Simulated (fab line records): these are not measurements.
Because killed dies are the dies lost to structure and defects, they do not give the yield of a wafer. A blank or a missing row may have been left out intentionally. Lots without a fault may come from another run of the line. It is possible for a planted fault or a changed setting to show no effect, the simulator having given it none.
fab line records / flow sfq_line
record: lots: 7 wafers: 21 last_day: 86
route steps=325 shown C5@247 M6@251
lots that met no fault: from a run of the same line without faults
start_h: hours from the record's first day to the start of the lot's first wafer shown / wait_h: time in hours since the lot's previous step / " the same as in the row above / L1.1+2: a single row standing in for several wafers / - no value present, or no start provided / * or withheld: withheld / < > ~ a bound
route shown NAME@n: names a module that has steps shown in the file, with the first one's number in the route / usual: the fault-free wafers' mean and standard deviation / same: alike in all rows / chamber/n: place in a boat / sites: readings site by site / _std_site: standard deviation of those values / _edge_site: inner sites' mean taken away from outer sites' mean / radius_mm: for every site, how far away it sits from the centre of the wafer / mask NAME#n: copy n / behind: the last tool/chamber to shape the wafer / hold: the reason the lot was held/the length of the hold in hours/how it ended / device: the transistor (n, p or np) that didn't switch / end of line: the route-end tests of the same wafers / a step without rows: its recipe alone / killed: count of dies lost to structure and defects at first sort (not the wafer's yield) / map: per-die view of a wafer (x killed, . not killed, _ where there is no die)
set.NAME: the setting that was run; set.NAME@STEP: the one run at that earlier step / model.NAME: the simulator's own value behind a step, which no gauge read
a table for each step, a row for each wafer; lots at some steps of the route
services: from which hour (start_h, from the record's first day; less than 0 if before it) a tool's chamber was out of use, for how many hours, and why
== steps ==
step: SFQ_TRILAYER_C5_BARC_OPEN_VIA_ETCH_210
recipe: mask_material: PR chemistry: O2 target_depth_nm: 125 target: BARC source_w: 500 bias_w: 80 pressure_mtorr: 30 time_s: 41.7
usual: drypump_motor_current_A: 5.7/0.64 oes_product_au: 0.685/0.0048 rf_fwd_power_W: 493.5/2.2
lot.wafer=L503.1 tool=rie_diel-04 chamber=2 start_h=1682.60 wait_h=0.0 drypump_motor_current_A=5.5 oes_product_au=0.688 rf_fwd_power_W=493.7 rf_hours_counter_h=13
lot.wafer=L503.2 tool=rie_diel-04 chamber=3 start_h=1682.60 wait_h=0.0 drypump_motor_current_A=6.6 oes_product_au=0.678 rf_fwd_power_W=495.5 rf_hours_counter_h=0
lot.wafer=L503.4 tool=rie_diel-04 chamber=1 start_h=1682.60 wait_h=0.0 drypump_motor_current_A=5.3 oes_product_au=0.686 rf_fwd_power_W=493.0 rf_hours_counter_h=18
lot.wafer=L506.1 tool=rie_diel-02 chamber=0 start_h=1693.05 wait_h=0.0 drypump_motor_current_A=5.8 oes_product_au=0.693 rf_fwd_power_W=494.8 rf_hours_counter_h=8
lot.wafer=L506.4 tool=rie_diel-02 chamber=3 start_h=1693.05 wait_h=0.0 drypump_motor_current_A=5.7 oes_product_au=0.684 rf_fwd_power_W=490.9 rf_hours_counter_h=-
lot.wafer=L506.6 tool=rie_diel-02 chamber=0 start_h=1693.05 wait_h=0.0 drypump_motor_current_A=5.8 oes_product_au=0.685 rf_fwd_power_W=494.6 rf_hours_counter_h=-
lot.wafer=L507.2 tool=rie_diel-04 chamber=0 start_h=1695.45 wait_h=0.0 drypump_motor_current_A=5.3 oes_product_au=0.683 rf_fwd_power_W=489.2 rf_hours_counter_h=18
lot.wafer=L507.4 tool=rie_diel-04 chamber=2 start_h=1695.45 wait_h=0.0 drypump_motor_current_A=5.5 oes_product_au=0.681 rf_fwd_power_W=495.8 rf_hours_counter_h=13
lot.wafer=L507.6 tool=rie_diel-04 chamber=2 start_h=1695.45 wait_h=0.0 drypump_motor_current_A=5.5 oes_product_au=0.688 rf_fwd_power_W=495.0 rf_hours_counter_h=-
lot.wafer=L508.3 tool=rie_diel-01 chamber=1 start_h=1696.85 wait_h=0.0 drypump_motor_current_A=4.8 oes_product_au=0.690 rf_fwd_power_W=492.9 rf_hours_counter_h=9
lot.wafer=L508.4 tool=rie_diel-01 chamber=2 start_h=1696.85 wait_h=0.0 drypump_motor_current_A=6.7 oes_product_au=0.685 rf_fwd_power_W=492.7 rf_hours_counter_h=13
lot.wafer=L508.5 tool=rie_diel-01 chamber=2 start_h=1696.85 wait_h=0.0 drypump_motor_current_A=6.7 oes_product_au=0.682 rf_fwd_power_W=492.4 rf_hours_counter_h=-
lot.wafer=L515.1 tool=rie_diel-02 chamber=2 start_h=1709.85 wait_h=0.0 drypump_motor_current_A=5.4 oes_product_au=0.685 rf_fwd_power_W=493.2 rf_hours_counter_h=0
lot.wafer=L515.2 tool=rie_diel-02 chamber=1 start_h=1709.85 wait_h=0.0 drypump_motor_current_A=5.2 oes_product_au=0.690 rf_fwd_power_W=495.4 rf_hours_counter_h=16
lot.wafer=L515.4 tool=rie_diel-02 chamber=0 start_h=1709.85 wait_h=0.0 drypump_motor_current_A=5.9 oes_product_au=0.685 rf_fwd_power_W=492.8 rf_hours_counter_h=8
lot.wafer=L517.1 tool=rie_diel-04 chamber=2 start_h=1719.45 wait_h=0.0 drypump_motor_current_A=5.5 oes_product_au=0.682 rf_fwd_power_W=492.8 rf_hours_counter_h=13
lot.wafer=L517.3 tool=rie_diel-04 chamber=1 start_h=1719.45 wait_h=0.0 drypump_motor_current_A=5.3 oes_product_au=0.683 rf_fwd_power_W=494.2 rf_hours_counter_h=18
lot.wafer=L517.4 tool=rie_diel-04 chamber=1 start_h=1719.45 wait_h=0.0 drypump_motor_current_A=5.3 oes_product_au=0.682 rf_fwd_power_W=492.0 rf_hours_counter_h=-
lot.wafer=L520.1 tool=rie_diel-01 chamber=0 start_h=1881.50 wait_h=0.0 drypump_motor_current_A=5.3 oes_product_au=0.691 rf_fwd_power_W=494.8 rf_hours_counter_h=5
lot.wafer=L520.2 tool=rie_diel-01 chamber=3 start_h=1881.50 wait_h=0.0 drypump_motor_current_A=6.7 oes_product_au=0.686 rf_fwd_power_W=488.7 rf_hours_counter_h=1
lot.wafer=L520.4 tool=rie_diel-01 chamber=1 start_h=1881.50 wait_h=0.0 drypump_motor_current_A=4.8 oes_product_au=0.680 rf_fwd_power_W=496.2 rf_hours_counter_h=11
step: SFQ_TRILAYER_C5_ETCH_VIA_ETCH_154
recipe: target: SiO2 mask_material: PR chemistry: CHF3 target_depth_nm: 84 source_w: 500 bias_w: 80 pressure_mtorr: 30 time_s: withheld stop_on: Nb
usual: drypump_motor_current_A: 5.7/0.64 oes_product_au: 0.896/0.0098 rf_fwd_power_W: 494.6/1.9
lot.wafer=L503.1 tool=rie_diel-04 chamber=2 start_h=1682.64 wait_h=0.0 drypump_motor_current_A=5.5 oes_product_au=0.874 rf_fwd_power_W=496.4
lot.wafer=L503.2 tool=rie_diel-04 chamber=3 start_h=1682.64 wait_h=0.0 drypump_motor_current_A=6.6 oes_product_au=0.884 rf_fwd_power_W=497.2
lot.wafer=L503.4 tool=rie_diel-04 chamber=1 start_h=1682.64 wait_h=0.0 drypump_motor_current_A=5.3 oes_product_au=0.892 rf_fwd_power_W=496.1
lot.wafer=L506.1 tool=rie_diel-02 chamber=0 start_h=1693.09 wait_h=0.0 drypump_motor_current_A=5.9 oes_product_au=0.889 rf_fwd_power_W=495.1
lot.wafer=L506.4 tool=rie_diel-02 chamber=3 start_h=1693.09 wait_h=0.0 drypump_motor_current_A=5.7 oes_product_au=0.898 rf_fwd_power_W=495.1
lot.wafer=L506.6 tool=rie_diel-02 chamber=0 start_h=1693.09 wait_h=0.0 drypump_motor_current_A=5.8 oes_product_au=0.903 rf_fwd_power_W=492.4
lot.wafer=L507.2 tool=rie_diel-04 chamber=0 start_h=1695.49 wait_h=0.0 drypump_motor_current_A=5.3 oes_product_au=0.898 rf_fwd_power_W=491.3
lot.wafer=L507.4 tool=rie_diel-04 chamber=2 start_h=1695.49 wait_h=0.0 drypump_motor_current_A=5.5 oes_product_au=0.916 rf_fwd_power_W=493.8
lot.wafer=L507.6 tool=rie_diel-04 chamber=2 start_h=1695.49 wait_h=0.0 drypump_motor_current_A=5.5 oes_product_au=0.906 rf_fwd_power_W=494.0
lot.wafer=L508.3 tool=rie_diel-01 chamber=1 start_h=1696.89 wait_h=0.0 drypump_motor_current_A=4.8 oes_product_au=0.884 rf_fwd_power_W=496.2
lot.wafer=L508.4 tool=rie_diel-01 chamber=2 start_h=1696.89 wait_h=0.0 drypump_motor_current_A=6.7 oes_product_au=0.894 rf_fwd_power_W=494.0
lot.wafer=L508.5 tool=rie_diel-01 chamber=2 start_h=1696.89 wait_h=0.0 drypump_motor_current_A=6.7 oes_product_au=0.885 rf_fwd_power_W=493.2
lot.wafer=L515.1 tool=rie_diel-02 chamber=2 start_h=1709.89 wait_h=0.0 drypump_motor_current_A=5.3 oes_product_au=0.901 rf_fwd_power_W=493.3
lot.wafer=L515.2 tool=rie_diel-02 chamber=1 start_h=1709.89 wait_h=0.0 drypump_motor_current_A=5.2 oes_product_au=0.899 rf_fwd_power_W=494.8
lot.wafer=L515.4 tool=rie_diel-02 chamber=0 start_h=1709.89 wait_h=0.0 drypump_motor_current_A=5.8 oes_product_au=0.916 rf_fwd_power_W=491.8
lot.wafer=L517.1 tool=rie_diel-04 chamber=2 start_h=1719.49 wait_h=0.0 drypump_motor_current_A=5.5 oes_product_au=0.897 rf_fwd_power_W=495.8
lot.wafer=L517.3 tool=rie_diel-04 chamber=1 start_h=1719.49 wait_h=0.0 drypump_motor_current_A=5.3 oes_product_au=0.895 rf_fwd_power_W=495.6
lot.wafer=L517.4 tool=rie_diel-04 chamber=1 start_h=1719.49 wait_h=0.0 drypump_motor_current_A=5.3 oes_product_au=0.900 rf_fwd_power_W=493.9
lot.wafer=L520.1 tool=rie_diel-01 chamber=0 start_h=1881.54 wait_h=0.0 drypump_motor_current_A=5.3 oes_product_au=0.884 rf_fwd_power_W=495.7
lot.wafer=L520.2 tool=rie_diel-01 chamber=3 start_h=1881.54 wait_h=0.0 drypump_motor_current_A=6.7 oes_product_au=0.870 rf_fwd_power_W=494.7
lot.wafer=L520.4 tool=rie_diel-01 chamber=1 start_h=1881.54 wait_h=0.0 drypump_motor_current_A=4.8 oes_product_au=0.883 rf_fwd_power_W=495.1
step: SFQ_TRILAYER_C5_STRIP_STRIP_155
recipe: gas: O2 power_w: 200 platen_temp_c: 40 overash_fraction: 0.65 chemistry: O2 pressure_mtorr: 50
usual: drypump_motor_current_A: 5.9/0.31 oes_product_au: 0.999/0.0085
lot.wafer=L503.1 tool=rie_metal-04 chamber=1 start_h=1682.69 wait_h=- drypump_motor_current_A=5.9 oes_product_au=1.000 rf_hours_counter_h=108
lot.wafer=L503.2 tool=rie_metal-04 chamber=0 start_h=1682.69 wait_h=- drypump_motor_current_A=5.8 oes_product_au=0.992 rf_hours_counter_h=122
lot.wafer=L503.4 tool=rie_metal-04 chamber=1 start_h=1682.69 wait_h=- drypump_motor_current_A=5.9 oes_product_au=0.996 rf_hours_counter_h=-
lot.wafer=L506.1 tool=rie_metal-04 chamber=0 start_h=1693.14 wait_h=- drypump_motor_current_A=5.8 oes_product_au=0.992 rf_hours_counter_h=124
lot.wafer=L506.4 tool=rie_metal-04 chamber=1 start_h=1693.14 wait_h=- drypump_motor_current_A=6.0 oes_product_au=1.000 rf_hours_counter_h=-
lot.wafer=L506.6 tool=rie_metal-04 chamber=1 start_h=1693.14 wait_h=- drypump_motor_current_A=5.9 oes_product_au=0.997 rf_hours_counter_h=-
lot.wafer=L507.2 tool=rie_metal-01 chamber=1 start_h=1695.54 wait_h=- drypump_motor_current_A=5.6 oes_product_au=0.992 rf_hours_counter_h=116
lot.wafer=L507.4 tool=rie_metal-01 chamber=1 start_h=1695.54 wait_h=- drypump_motor_current_A=5.6 oes_product_au=1.001 rf_hours_counter_h=-
lot.wafer=L507.6 tool=rie_metal-01 chamber=0 start_h=1695.54 wait_h=- drypump_motor_current_A=5.6 oes_product_au=0.989 rf_hours_counter_h=-
lot.wafer=L508.3 tool=rie_metal-04 chamber=0 start_h=1697.14 wait_h=- drypump_motor_current_A=5.8 oes_product_au=0.989 rf_hours_counter_h=-
lot.wafer=L508.4 tool=rie_metal-04 chamber=1 start_h=1697.14 wait_h=- drypump_motor_current_A=5.9 oes_product_au=1.001 rf_hours_counter_h=-
lot.wafer=L508.5 tool=rie_metal-04 chamber=0 start_h=1697.14 wait_h=- drypump_motor_current_A=5.8 oes_product_au=0.986 rf_hours_counter_h=-
lot.wafer=L515.1 tool=rie_metal-03 chamber=0 start_h=1709.94 wait_h=- drypump_motor_current_A=6.4 oes_product_au=0.992 rf_hours_counter_h=25
lot.wafer=L515.2 tool=rie_metal-03 chamber=1 start_h=1709.94 wait_h=- drypump_motor_current_A=6.0 oes_product_au=1.005 rf_hours_counter_h=91
lot.wafer=L515.4 tool=rie_metal-03 chamber=0 start_h=1709.94 wait_h=- drypump_motor_current_A=6.4 oes_product_au=1.002 rf_hours_counter_h=-
lot.wafer=L517.1 tool=rie_metal-03 chamber=0 start_h=1719.54 wait_h=- drypump_motor_current_A=6.4 oes_product_au=0.993 rf_hours_counter_h=25
lot.wafer=L517.3 tool=rie_metal-03 chamber=0 start_h=1719.54 wait_h=- drypump_motor_current_A=6.5 oes_product_au=0.985 rf_hours_counter_h=-
lot.wafer=L517.4 tool=rie_metal-03 chamber=1 start_h=1719.54 wait_h=- drypump_motor_current_A=6.0 oes_product_au=1.007 rf_hours_counter_h=-
lot.wafer=L520.1 tool=rie_metal-03 chamber=0 start_h=1881.59 wait_h=- drypump_motor_current_A=6.5 oes_product_au=0.999 rf_hours_counter_h=51
lot.wafer=L520.2 tool=rie_metal-03 chamber=1 start_h=1881.59 wait_h=- drypump_motor_current_A=6.0 oes_product_au=1.006 rf_hours_counter_h=115
lot.wafer=L520.4 tool=rie_metal-03 chamber=0 start_h=1881.59 wait_h=- drypump_motor_current_A=6.4 oes_product_au=0.996 rf_hours_counter_h=-
step: SFQ_TRILAYER_C5_STRIP_SOLV_CLEAN_156
recipe: chemistry: NMP temp_c: 70 time_s: 600
step: SFQ_TRILAYER_M6_DEP_PRE_CLEAN_158
recipe: gas: Ar time_s: 22.5 bias_v: 250
step: SFQ_TRILAYER_M6_DEP_SPUTTER_157
recipe: material: Nb base_pressure_pa: 1.33e-06 chamber_pressure_pa: 0.1333 substrate_temp_c: 20 target_thk_nm: 200 power_w: 2000 time_s: 133.3
usual: throttle_valve_pct: 29.5/0.91
lot.wafer=L503.1 tool=pvd_sputter-05 chamber=- start_h=1683.50 wait_h=0.0 throttle_valve_pct=29.3
lot.wafer=L503.2 tool=pvd_sputter-05 chamber=- start_h=1683.50 wait_h=0.0 throttle_valve_pct=30.0
lot.wafer=L503.4 tool=pvd_sputter-05 chamber=- start_h=1683.50 wait_h=0.0 throttle_valve_pct=30.1
lot.wafer=L506.1 tool=pvd_sputter-04 chamber=- start_h=1693.95 wait_h=0.0 throttle_valve_pct=27.5
lot.wafer=L506.4 tool=pvd_sputter-04 chamber=- start_h=1693.95 wait_h=0.0 throttle_valve_pct=29.4
lot.wafer=L506.6 tool=pvd_sputter-04 chamber=- start_h=1693.95 wait_h=0.0 throttle_valve_pct=30.8
lot.wafer=L507.2 tool=pvd_sputter-05 chamber=- start_h=1696.35 wait_h=0.0 throttle_valve_pct=28.3
lot.wafer=L507.4 tool=pvd_sputter-05 chamber=- start_h=1696.35 wait_h=0.0 throttle_valve_pct=29.3
lot.wafer=L507.6 tool=pvd_sputter-05 chamber=- start_h=1696.35 wait_h=0.0 throttle_valve_pct=30.2
lot.wafer=L508.3 tool=pvd_sputter-03 chamber=- start_h=1697.75 wait_h=0.0 throttle_valve_pct=29.3
lot.wafer=L508.4 tool=pvd_sputter-03 chamber=- start_h=1697.75 wait_h=0.0 throttle_valve_pct=28.9
lot.wafer=L508.5 tool=pvd_sputter-03 chamber=- start_h=1697.75 wait_h=0.0 throttle_valve_pct=29.1
lot.wafer=L515.1 tool=pvd_sputter-04 chamber=- start_h=1710.76 wait_h=0.0 throttle_valve_pct=27.7
lot.wafer=L515.2 tool=pvd_sputter-04 chamber=- start_h=1710.76 wait_h=0.0 throttle_valve_pct=29.7
lot.wafer=L515.4 tool=pvd_sputter-04 chamber=- start_h=1710.76 wait_h=0.0 throttle_valve_pct=31.1
lot.wafer=L517.1 tool=pvd_sputter-03 chamber=- start_h=1720.38 wait_h=0.0 throttle_valve_pct=29.3
lot.wafer=L517.3 tool=pvd_sputter-03 chamber=- start_h=1720.38 wait_h=0.0 throttle_valve_pct=29.8
lot.wafer=L517.4 tool=pvd_sputter-03 chamber=- start_h=1720.38 wait_h=0.0 throttle_valve_pct=28.8
lot.wafer=L520.1 tool=pvd_sputter-04 chamber=- start_h=1882.40 wait_h=0.0 throttle_valve_pct=29.7
lot.wafer=L520.2 tool=pvd_sputter-04 chamber=- start_h=1882.40 wait_h=0.0 throttle_valve_pct=27.7
lot.wafer=L520.4 tool=pvd_sputter-04 chamber=- start_h=1882.40 wait_h=0.0 throttle_valve_pct=29.1
step: SFQ_M6_RS_MEAS_938
recipe: thk_meas_gauge: four-point-probe reads: Nb_of_TRILAYER_M6_DEP_SPUTTER_157
usual: M6_NB_RS: 0.889/0.0094
lot.wafer=L503.1 tool=film_metro-02 chamber=- start_h=1683.59 wait_h=0.0 M6_NB_RS[ohm/sq]=0.890
lot.wafer=L503.2 tool=film_metro-02 chamber=- start_h=1683.59 wait_h=0.0 M6_NB_RS[ohm/sq]=0.905
lot.wafer=L503.4 tool=film_metro-02 chamber=- start_h=1683.59 wait_h=0.0 M6_NB_RS[ohm/sq]=0.892
lot.wafer=L506.1 tool=film_metro-02 chamber=- start_h=1694.04 wait_h=0.0 M6_NB_RS[ohm/sq]=0.896
lot.wafer=L506.4 tool=film_metro-02 chamber=- start_h=1694.04 wait_h=0.0 M6_NB_RS[ohm/sq]=0.887
lot.wafer=L506.6 tool=film_metro-02 chamber=- start_h=1694.04 wait_h=0.0 M6_NB_RS[ohm/sq]=0.892
lot.wafer=L507.2 tool=film_metro-04 chamber=- start_h=1696.46 wait_h=0.1 M6_NB_RS[ohm/sq]=0.885
lot.wafer=L507.4 tool=film_metro-04 chamber=- start_h=1696.46 wait_h=0.1 M6_NB_RS[ohm/sq]=0.880
lot.wafer=L507.6 tool=film_metro-04 chamber=- start_h=1696.46 wait_h=0.1 M6_NB_RS[ohm/sq]=0.888
lot.wafer=L508.3 tool=film_metro-01 chamber=- start_h=1697.88 wait_h=0.1 M6_NB_RS[ohm/sq]=0.896
lot.wafer=L508.4 tool=film_metro-01 chamber=- start_h=1697.88 wait_h=0.1 M6_NB_RS[ohm/sq]=0.877
lot.wafer=L508.5 tool=film_metro-01 chamber=- start_h=1697.88 wait_h=0.1 M6_NB_RS[ohm/sq]=0.879
lot.wafer=L515.1 tool=film_metro-04 chamber=- start_h=1710.85 wait_h=0.0 M6_NB_RS[ohm/sq]=0.893
lot.wafer=L515.2 tool=film_metro-04 chamber=- start_h=1710.85 wait_h=0.0 M6_NB_RS[ohm/sq]=0.892
lot.wafer=L515.4 tool=film_metro-04 chamber=- start_h=1710.85 wait_h=0.0 M6_NB_RS[ohm/sq]=0.899
lot.wafer=L517.1 tool=film_metro-01 chamber=- start_h=1720.47 wait_h=0.0 M6_NB_RS[ohm/sq]=0.896
lot.wafer=L517.3 tool=film_metro-01 chamber=- start_h=1720.47 wait_h=0.0 M6_NB_RS[ohm/sq]=0.893
lot.wafer=L517.4 tool=film_metro-01 chamber=- start_h=1720.47 wait_h=0.0 M6_NB_RS[ohm/sq]=0.882
lot.wafer=L520.1 tool=film_metro-04 chamber=- start_h=1882.49 wait_h=0.0 M6_NB_RS[ohm/sq]=0.876
lot.wafer=L520.2 tool=film_metro-04 chamber=- start_h=1882.49 wait_h=0.0 M6_NB_RS[ohm/sq]=0.877
lot.wafer=L520.4 tool=film_metro-04 chamber=- start_h=1882.49 wait_h=0.0 M6_NB_RS[ohm/sq]=0.879
step: SFQ_TRILAYER_M6_LITHO_COAT_164
recipe: resist: BARC spin_rpm: 3000 resist_thk_nm: 62
step: SFQ_TRILAYER_M6_LITHO_COAT_159
recipe: resist: KrF spin_rpm: 3000 resist_thk_nm: 600
step: SFQ_TRILAYER_M6_LITHO_SOFTBAKE_163
recipe: temp_c: withheld time_s: withheld resist: KrF
step: SFQ_TRILAYER_M6_LITHO_EXPOSE_160
recipe: mask_id: M6 na: 0.6 source_shape: conventional sigma_outer: 0.65 target_cd_nm: 500 dose_mj: 14.4
step: SFQ_TRILAYER_M6_LITHO_PEB_162
recipe: peb_temp_c: 115 peb_time_s: 60 resist: KrF
usual: chill_plate_temp_C: 23.02/0.12 exhaust_pa: 44.9/0.87 heater_power_total_W: 79.16/0.065 resist_line_temp_C: 23.02/0.1
lot.wafer=L503.1 tool=litho_track-01 chamber=0 start_h=1803.96 wait_h=1.0 chill_plate_temp_C=22.92 exhaust_pa=44.9 heater_power_total_W=79.11 resist_line_temp_C=22.87
lot.wafer=L503.2 tool=litho_track-01 chamber=0 start_h=1803.96 wait_h=1.0 chill_plate_temp_C=22.93 exhaust_pa=43.9 heater_power_total_W=79.09 resist_line_temp_C=23.06
lot.wafer=L503.4 tool=litho_track-01 chamber=0 start_h=1803.96 wait_h=1.0 chill_plate_temp_C=22.90 exhaust_pa=43.5 heater_power_total_W=79.21 resist_line_temp_C=23.05
lot.wafer=L506.1 tool=litho_track-02 chamber=- start_h=1817.16 wait_h=1.0 chill_plate_temp_C=- exhaust_pa=- heater_power_total_W=- resist_line_temp_C=-
lot.wafer=L506.4 tool=litho_track-02 chamber=- start_h=1817.16 wait_h=1.0 chill_plate_temp_C=- exhaust_pa=- heater_power_total_W=- resist_line_temp_C=-
lot.wafer=L506.6 tool=litho_track-02 chamber=- start_h=1817.16 wait_h=1.0 chill_plate_temp_C=- exhaust_pa=- heater_power_total_W=- resist_line_temp_C=-
lot.wafer=L507.2 tool=litho_track-02 chamber=- start_h=1818.38 wait_h=0.8 chill_plate_temp_C=- exhaust_pa=- heater_power_total_W=- resist_line_temp_C=-
lot.wafer=L507.4 tool=litho_track-02 chamber=- start_h=1818.38 wait_h=0.8 chill_plate_temp_C=- exhaust_pa=- heater_power_total_W=- resist_line_temp_C=-
lot.wafer=L507.6 tool=litho_track-02 chamber=- start_h=1818.38 wait_h=0.8 chill_plate_temp_C=- exhaust_pa=- heater_power_total_W=- resist_line_temp_C=-
lot.wafer=L508.3 tool=litho_track-02 chamber=- start_h=1819.61 wait_h=0.7 chill_plate_temp_C=- exhaust_pa=- heater_power_total_W=- resist_line_temp_C=-
lot.wafer=L508.4 tool=litho_track-02 chamber=- start_h=1819.61 wait_h=0.7 chill_plate_temp_C=- exhaust_pa=- heater_power_total_W=- resist_line_temp_C=-
lot.wafer=L508.5 tool=litho_track-02 chamber=- start_h=1819.61 wait_h=0.7 chill_plate_temp_C=- exhaust_pa=- heater_power_total_W=- resist_line_temp_C=-
lot.wafer=L515.1 tool=litho_track-01 chamber=0 start_h=1831.56 wait_h=1.0 chill_plate_temp_C=22.91 exhaust_pa=46.4 heater_power_total_W=79.23 resist_line_temp_C=23.02
lot.wafer=L515.2 tool=litho_track-01 chamber=0 start_h=1831.56 wait_h=1.0 chill_plate_temp_C=23.01 exhaust_pa=46.6 heater_power_total_W=79.06 resist_line_temp_C=23.14
lot.wafer=L515.4 tool=litho_track-01 chamber=0 start_h=1831.56 wait_h=1.0 chill_plate_temp_C=23.00 exhaust_pa=45.8 heater_power_total_W=79.17 resist_line_temp_C=23.03
lot.wafer=L517.1 tool=litho_track-02 chamber=0 start_h=1842.36 wait_h=1.0 chill_plate_temp_C=23.19 exhaust_pa=46.0 heater_power_total_W=79.23 resist_line_temp_C=23.20
lot.wafer=L517.3 tool=litho_track-02 chamber=0 start_h=1842.36 wait_h=1.0 chill_plate_temp_C=23.34 exhaust_pa=44.1 heater_power_total_W=79.07 resist_line_temp_C=22.98
lot.wafer=L517.4 tool=litho_track-02 chamber=0 start_h=1842.36 wait_h=1.0 chill_plate_temp_C=23.20 exhaust_pa=44.0 heater_power_total_W=79.23 resist_line_temp_C=22.86
lot.wafer=L520.1 tool=litho_track-02 chamber=0 start_h=1886.84 wait_h=1.0 chill_plate_temp_C=23.10 exhaust_pa=42.7 heater_power_total_W=79.18 resist_line_temp_C=23.01
lot.wafer=L520.2 tool=litho_track-02 chamber=0 start_h=1886.84 wait_h=1.0 chill_plate_temp_C=23.10 exhaust_pa=43.3 heater_power_total_W=79.13 resist_line_temp_C=23.08
lot.wafer=L520.4 tool=litho_track-02 chamber=0 start_h=1886.84 wait_h=1.0 chill_plate_temp_C=22.99 exhaust_pa=44.1 heater_power_total_W=79.20 resist_line_temp_C=23.21
step: SFQ_TRILAYER_M6_LITHO_DEVELOP_161
recipe: time_s: 60 resist: KrF
== services ==
tool=rie_metal-04 chamber=0 start_h=1660.49 hours=6.5 kind=repair
tool=rie_metal-04 chamber=1 start_h=1662.43 hours=19.2 kind=repair
tool=pvd_sputter-05 chamber=- start_h=1674.48 hours=0.5 kind=repair
tool=pvd_sputter-05 chamber=- start_h=1689.00 hours=5.1 kind=repair
tool=rie_metal-04 chamber=- start_h=1695.41 hours=1.2 kind=repair
tool=rie_diel-04 chamber=0 start_h=1716.97 hours=6.8 kind=repair
tool=rie_diel-02 chamber=3 start_h=1724.95 hours=9.0 kind=repair
tool=rie_diel-04 chamber=3 start_h=1727.62 hours=22.0 kind=repair
tool=rie_diel-01 chamber=3 start_h=1733.54 hours=7.7 kind=repair
tool=rie_diel-02 chamber=2 start_h=1749.13 hours=8.9 kind=repair
tool=rie_diel-01 chamber=2 start_h=1759.63 hours=7.6 kind=repair
tool=rie_diel-02 chamber=3 start_h=1760.70 hours=3.5 kind=repair
tool=rie_diel-04 chamber=- start_h=1776.47 hours=2.8 kind=pm
tool=rie_diel-02 chamber=3 start_h=1781.29 hours=8.8 kind=repair
tool=rie_diel-01 chamber=- start_h=1793.11 hours=2.8 kind=pm
tool=rie_diel-01 chamber=3 start_h=1797.68 hours=2.1 kind=repair
tool=rie_diel-04 chamber=1 start_h=1798.58 hours=10.6 kind=repair
tool=rie_diel-01 chamber=1 start_h=1800.83 hours=5.4 kind=repair
tool=rie_metal-03 chamber=1 start_h=1805.26 hours=5.1 kind=repair
tool=rie_diel-04 chamber=1 start_h=1821.77 hours=6.1 kind=repair
tool=rie_diel-02 chamber=3 start_h=1856.98 hours=5.4 kind=repair
tool=rie_diel-04 chamber=0 start_h=1869.73 hours=4.6 kind=repair
tool=rie_diel-01 chamber=3 start_h=1870.06 hours=10.9 kind=repair
tool=rie_diel-02 chamber=2 start_h=1880.11 hours=9.7 kind=repair
== key ==
first_sign: step: SFQ_TRILAYER_M6_LITHO_PEB_162 reading: tool_record direction: missing
effect none on later readings
met_at SFQ_TRILAYER_M6_LITHO_PEB_162
struck_wafers L506.1,L506.4,L506.6,L507.2,L507.4,L507.6,L508.3,L508.4,L508.5
fault: kind: skipped_step_whole tool: litho_track-02 chamber: - onset_h: 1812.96 steps: SFQ_TRILAYER_M6_LITHO_PEB_162 scope: struck_lots_only
